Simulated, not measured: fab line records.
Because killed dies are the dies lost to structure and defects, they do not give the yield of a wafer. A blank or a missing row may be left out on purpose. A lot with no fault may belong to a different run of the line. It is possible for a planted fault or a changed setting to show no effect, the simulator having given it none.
Chamber matching ; flow gf180mcu ; GF_V2_CMP_04 on cmp-01: 4 sister chambers
The step polishes SiO2. 4 wafers are shown with their chamber, then 12 later ones without.

WAFERS, EACH WITH ITS CHAMBER
wafer;chamber;motor-current-A (A)
L091.3;1;12.4
L092.2;0;10.9
L092.3;3;11.2
L092.4;2;12.0

WAFERS WITH NO CHAMBER GIVEN
wafer;motor-current-A (A)
L093.2;12.2
L093.3;10.4
L093.5;11.7
L094.4;10.5
L094.5;11.0
L094.6;11.3
L095.1;11.8
L095.3;10.8
L095.4;12.5
L096.1;12.2
L096.3;12.7
L096.6;11.9

EACH ONE'S CHAMBER
wafer;from the rows above;in truth
L093.2;can't be placed: 2 or 1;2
L093.3;can't be placed: 0 or 3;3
L093.5;can't be placed: 2 or 3 or 1 or 0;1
L094.4;can't be placed: 0 or 3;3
L094.5;can't be placed: 0 or 3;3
L094.6;can't be placed: 3 or 0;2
L095.1;can't be placed: 2 or 1 or 3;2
L095.3;can't be placed: 0 or 3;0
L095.4;can't be placed: 1 or 2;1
L096.1;can't be placed: 2 or 1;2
L096.3;can't be placed: 1 or 2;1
L096.6;can't be placed: 2 or 1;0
Correctly placed: 0 of 12. Cannot be placed on the basis of these rows: 12; the candidates contain the true chamber in 10. Number placed wrongly: 0.
How it was worked out, from the rows above alone: a wafer's distance from a chamber is the root of the sum, over the readings, of the square of ((its reading less the chamber's mean) divided by the reading's scatter). The wafer belongs to the nearest chamber; if the next one is less than 2 further off, it can't be placed. For every chamber, the mean is computed from those of its wafers that are shown. The scatter: with one shown wafer a chamber, the root of the mean of the squares of how far each hidden wafer lies from its nearest shown one.
